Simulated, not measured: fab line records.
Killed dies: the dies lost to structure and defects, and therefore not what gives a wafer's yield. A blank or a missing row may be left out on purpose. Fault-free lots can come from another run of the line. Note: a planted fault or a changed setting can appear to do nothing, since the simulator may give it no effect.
Struck lot and sound lot, side by side    flow gf180mcu    44 steps out of a route of 602
Sound: wafers L220.1, L220.2, L220.4. Wafers L228.1, L228.4, L228.5 were the ones struck. The cause comes at the end.
At each step with rows: each side's tool, then ch and its chambers, then its first start. Under that, the readings that differ: sound wafers    struck wafers    difference of the means    sigmas: that difference in standard deviations of wafers without a fault.
alike: same words and numbers on both sides, and readings whose means sit less than 2 such deviations apart. not compared: any withheld reading, any reading some wafer has no value for, any bound like >300 that may hide the same value, and any number with overlapping values for which the record gives no deviation.
The two part at a step that has a row with sigmas, a row that says differs or no value, or rows on one side only. When numbers do not overlap yet have no deviation, they are printed without sigmas and do not part them. A reading that every wafer of one side lacks parts them only if that side has two wafers or more.

first, 2 steps without rows for these wafers: GF_CONTACT_CLEAN_20 (cleans in DIW); GF_CONTACT_CLEAN_21 (cleans in dHF, time 20 s).
GF_CONTACT_SPUTTER_22: material Ti, target thk 15 nm, time 80.02 s.
  sound: pvd sputter-01 at day 16 12:29; struck: pvd sputter-04 at day 19 19:56
  alike: chamber pressure pa, throttle valve pct
then, 2 steps without rows for these wafers: GF_CONTACT_SPUTTER_23 (material TiN, target thk 10 nm, time 40 s); GF_CONTACT_CVD_24 (deposits W, target thk 300 nm, time 90.339 s).
GF_CONTACT_RS_MEAS_25: uses a four-point probe to measure.
  sound: film metro-04 at day 16 12:41; struck: film metro-04 at day 19 20:08
  alike: CONTACT_W_RS
GF_CONTACT_THK_MEAS_26: measures by xrf.
  sound: film metro-04 at day 16 12:48; struck: film metro-04 at day 19 20:16
  alike: CONTACT_W_THK
then, 2 steps without rows for these wafers: GF_CONTACT_CMP_27 (polishes, stops on SiO2, t overpolish 15 s, target thk 0 nm); GF_M1_SPUTTER_00 (material Ti, target thk 37.5 nm, time 150 s).
GF_M1_SPUTTER_01: material TiN, target thk 30 nm, time 25 s.
  sound: pvd sputter-02 at day 16 13:16; struck: pvd sputter-02 at day 19 20:43
  alike: chamber pressure pa, throttle valve pct
then, 1 step without rows for these wafers: GF_M1_SPUTTER_02 (material AlCu, target thk 450 nm, time 23.9 s).
GF_M1_SPUTTER_03: material Ti, target thk 10 nm, time 6.7 s.
  sound: pvd sputter-02 at day 16 13:20; struck: pvd sputter-02 at day 19 20:47
  alike: chamber pressure pa, throttle valve pct
GF_M1_SPUTTER_04: material TiN, target thk 50 nm, time 41.7 s.
  sound: pvd sputter-02 at day 16 13:22; struck: pvd sputter-02 at day 19 20:49
reading                                 sound                 struck                difference  sigmas
chamber pressure pa (Pa)                0.3984 0.3996 0.4006  0.3265 0.3273 0.3278  -0.0723     -84
throttle valve pct (%)                  28.9 29.1 31.6        34.0 35.0 35.1        +4.8        +5
model.TiN_of_M1_SPUTTER_04.thk nm (nm)  49.87 49.65 50.26     51.48 51.34 51.18     +1.41       
GF_M1_RS_MEAS_05: uses a four-point probe to measure.
  sound: film metro-03 at day 16 13:28; struck: film metro-02 at day 19 20:51
  alike: M1_ALCU_RS
GF_M1_THK_MEAS_06: measures by xrf.
  sound: film metro-03 at day 16 13:35; struck: film metro-02 at day 19 20:58
  alike: M1_ALCU_THK
then, 7 steps without rows for these wafers: GF_M1_DEHYDRATE_07 (time 60 s); GF_M1_HMDS_08 (prime time 60 s); GF_M1_COAT_09 (resist thk 981.6 nm); GF_M1_SOFTBAKE_10 (time 60 s); GF_M1_EXPOSE_11 (exposes mask Metal1, target cd 230 nm); GF_M1_PEB_12 (peb time 90 s); GF_M1_DEVELOP_13 (develop time 60 s).
GF_M1_CD_MEAS_14 targets a cd of 230 nm.
  sound: cd sem-02 at day 17 11:41; struck: cd sem-01 at day 20 20:59
  alike: cd nm
GF_M1_OVL_MEAS_15:
  sound: overlay-01 at day 17 11:48; struck: overlay-01 at day 20 21:06
  alike: M1_OVL
GF_M1_METAL_ETCH_16: etches the open film in Cl2/BCl3, stops on SiO2, target depth 627.5 nm, time 104.6 s.
  sound on rie metal-02 ch 0,1, day 17 11:50; struck on rie metal-02 ch 0,1, day 20 21:08
  alike: bias w, drypump motor current A, oes product au, throttle valve pct
  not compared: rf hours counter h
GF_M1_STRIP_17: strips in O2/N2.
  sound on plasma asher-02 ch 0,1, day 17 11:57; struck on plasma asher-03 ch 0,1, day 20 21:14
  alike: drypump motor current A, heater power w, oes product au, strip time to endpoint s
  not compared: rf hours counter h
then, 3 steps without rows for these wafers: GF_M1_STRIP_18 (strips in post etch residue remover, time 1200 s); GF_M1_CLEAN_19 (cleans in DIW); GF_V1_CVD_00 (deposits SiO2, target thk 600 nm, time 100 s).
GF_V1_THK_MEAS_01:
  sound: film metro-03 at day 17 12:40; struck: film metro-01 at day 20 21:53
  alike: V1_CVD_00_THK
then, 1 step without rows for these wafers: GF_V1_CVD_02 (deposits SiO2 from TEOS, target thk 850 nm, time 94.851 s).
GF_V1_THK_MEAS_03:
  sound: film metro-02 at day 17 12:47; struck: film metro-01 at day 20 22:01
  alike: V1_CVD_02_THK
then, 1 step without rows for these wafers: GF_V1_CMP_04 (polishes SiO2).
GF_V1_BOW_MEAS_05:
  sound: film metro-02 at day 17 13:09; struck: film metro-02 at day 20 22:23
  alike: V1_BOW
then, 8 steps without rows for these wafers: GF_V1_DEHYDRATE_06 (time 60 s); GF_V1_HMDS_07 (prime time 60 s); GF_V1_COAT_08; GF_V1_COAT_09 (resist thk 1000 nm); GF_V1_SOFTBAKE_10 (time 60 s); GF_V1_EXPOSE_11 (exposes mask Via1, target cd 260 nm); GF_V1_PEB_12 (peb time 90 s); GF_V1_DEVELOP_13 (develop time 60 s).
GF_V1_STRIP_19: strips in post etch residue remover, time 1200 s.
  sound on wet bench-04 ch 2, day 18 12:24; struck on wet bench-04 ch 1, day 21 23:03
reading                                 sound             struck             difference  sigmas
model.TiN_of_M1_SPUTTER_04.thk nm (nm)  49.03 48.79 49.4  50.63 50.49 50.33  +1.41       
-- the record jumps here: 10 days lie between the struck wafers' starts before and after (it left off in module V1 and takes up again in module PASSIVATION, whose first step shown is number 602 of the route) --
GF_PASSIVATION_PROBE_99:
  the record has rows for the struck wafers here (prober-02, day 32 03:46) and none for the sound ones

## WHERE THEY PART
Earliest at GF_M1_SPUTTER_04; latest, in this record, at GF_PASSIVATION_PROBE_99.

WHY: what the simulator had put in
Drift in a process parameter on pvd sputter-02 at GF_M1_SPUTTER_04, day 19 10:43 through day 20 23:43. The setting chamber pressure pa was moved by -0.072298, starting from 0.4. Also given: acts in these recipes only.
